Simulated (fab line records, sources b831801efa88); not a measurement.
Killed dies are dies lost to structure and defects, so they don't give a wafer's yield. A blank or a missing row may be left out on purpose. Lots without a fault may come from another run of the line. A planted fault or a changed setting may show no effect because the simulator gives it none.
A struck lot beside a sound one | flow sky130 | 21 steps out of a route of 708
Sound: wafers L916.3, L916.4, L916.5. Struck: wafers L925.2, L925.3, L925.5. The cause comes at the end.
At each step with rows: each side's tool, then ch and its chambers, then its first start. Under that, the readings that differ: sound wafers | struck wafers | difference of the means | sigmas: that difference in standard deviations of wafers without a fault.
alike: readings whose means differ by less than 2 such deviations, and words and numbers that are the same on both sides. not compared: withheld readings, readings that some wafer has no value for, bounds like >300 that may hide the same value, and numbers for which the record gives no deviation and whose values overlap.
The two part at a step that has a row with sigmas, a row that says differs or no value, or rows on one side only. Numbers that don't overlap but have no deviation are shown without sigmas and don't part them. A reading that every wafer of one side lacks parts them only if that side has two wafers or more.

first, 6 steps without rows for these wafers: SKY_VT_ADJUST_LVTN_HMDS_01 (prime time 60 s); SKY_VT_ADJUST_LVTN_COAT_02 (resist thk 3000 nm); SKY_VT_ADJUST_LVTN_SOFTBAKE_03; SKY_VT_ADJUST_LVTN_EXPOSE_04 (exposes mask NWM COMPLEMENT LESS NATIVE, target cd 840 nm); SKY_VT_ADJUST_LVTN_PEB_05; SKY_VT_ADJUST_LVTN_DEVELOP_06 (develop time 60 s).
SKY_VT_ADJUST_LVTN_OVL_MEAS_07:
  sound on overlay-01, day 10 02:11; struck on overlay-01, day 12 14:29
  alike: VT_ADJUST_LVTN_OVL
then, 1 step without rows for these wafers: SKY_VT_ADJUST_LVTN_IMPLANT_08.
SKY_VT_ADJUST_LVTN_STRIP_09: strips in O2/N2.
  sound on plasma_asher-03 ch 0,1, day 10 02:23; struck on plasma_asher-02 ch 0,1, day 12 14:49
  alike: drypump_motor_current_A, oes_product_au, strip_time_to_endpoint_s
  not compared: rf_hours_counter_h
SKY_VT_ADJUST_LVTN_TW_MEAS_10:
  sound on film_metro-01, day 10 02:28; struck on film_metro-03, day 12 14:55
  alike: VT_ADJUST_LVTN_TW
then, 2 steps without rows for these wafers: SKY_VT_ADJUST_LVTN_DEHYDRATE_11 (time 60 s); SKY_VT_ADJUST_LVTN_HMDS_12 (prime time 60 s).
SKY_VT_ADJUST_LVTN_COAT_13: resist thk 1140 nm.
  sound on litho_track-01 ch 0, day 10 13:28; struck on litho_track-04 ch 0, day 13 02:33
  reading                                             | sound                | struck               | difference | sigmas
  spin_speed_rpm (rpm)                                | 2999.7 2998.7 3000.9 | 3161.0 3160.2 3161.5 | +161.1     | +77
  model.NOVOLAK_of_VT_ADJUST_LVTN_COAT_13.thk_nm (nm) | 1145 1142 1142       | 1114 1115 1112       | -29        |
then, 3 steps without rows for these wafers: SKY_VT_ADJUST_LVTN_SOFTBAKE_14 (time 60 s); SKY_VT_ADJUST_LVTN_EXPOSE_15 (exposes mask HVN STD DERIVED, target cd 600 nm); SKY_VT_ADJUST_LVTN_PEB_16.
SKY_VT_ADJUST_LVTN_DEVELOP_17: develop time 60 s.
  sound on litho_track-01 ch 0, day 11 00:25; struck on litho_track-04 ch 0, day 13 16:27
  reading                                             | sound          | struck         | difference | sigmas
  model.NOVOLAK_of_VT_ADJUST_LVTN_COAT_13.thk_nm (nm) | 1144 1141 1141 | 1113 1114 1112 | -29        |
SKY_VT_ADJUST_LVTN_OVL_MEAS_18:
  sound on overlay-01, day 11 00:32; struck on overlay-01, day 13 16:35
  alike: VT_ADJUST_LVTN_01_OVL
then, 1 step without rows for these wafers: SKY_VT_ADJUST_LVTN_IMPLANT_19.
SKY_VT_ADJUST_LVTN_STRIP_20: strips in O2/N2.
  sound on plasma_asher-01 ch 0,1, day 11 00:44; struck on plasma_asher-03 ch 0,1, day 13 16:46
  reading                      | sound             | struck            | difference | sigmas
  strip_time_to_endpoint_s (s) | 14.22 14.20 14.20 | 13.88 13.88 13.84 | -0.34      | -9
  alike: drypump_motor_current_A, oes_product_au
  not compared: rf_hours_counter_h
SKY_VT_ADJUST_LVTN_TW_MEAS_21:
  sound on film_metro-01, day 11 00:49; struck on film_metro-01, day 13 16:52
  alike: VT_ADJUST_LVTN_2_TW

WHERE THEY PART
First at SKY_VT_ADJUST_LVTN_COAT_13; last, within this record, at SKY_VT_ADJUST_LVTN_STRIP_20. Later steps at which nothing parts them and some readings are alike: SKY_VT_ADJUST_LVTN_TW_MEAS_21.

WHY: what the simulator had put in
Process parameter drift: litho_track-04, from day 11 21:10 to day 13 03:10, at SKY_VT_ADJUST_LVTN_COAT_13. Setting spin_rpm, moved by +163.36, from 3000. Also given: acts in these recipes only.
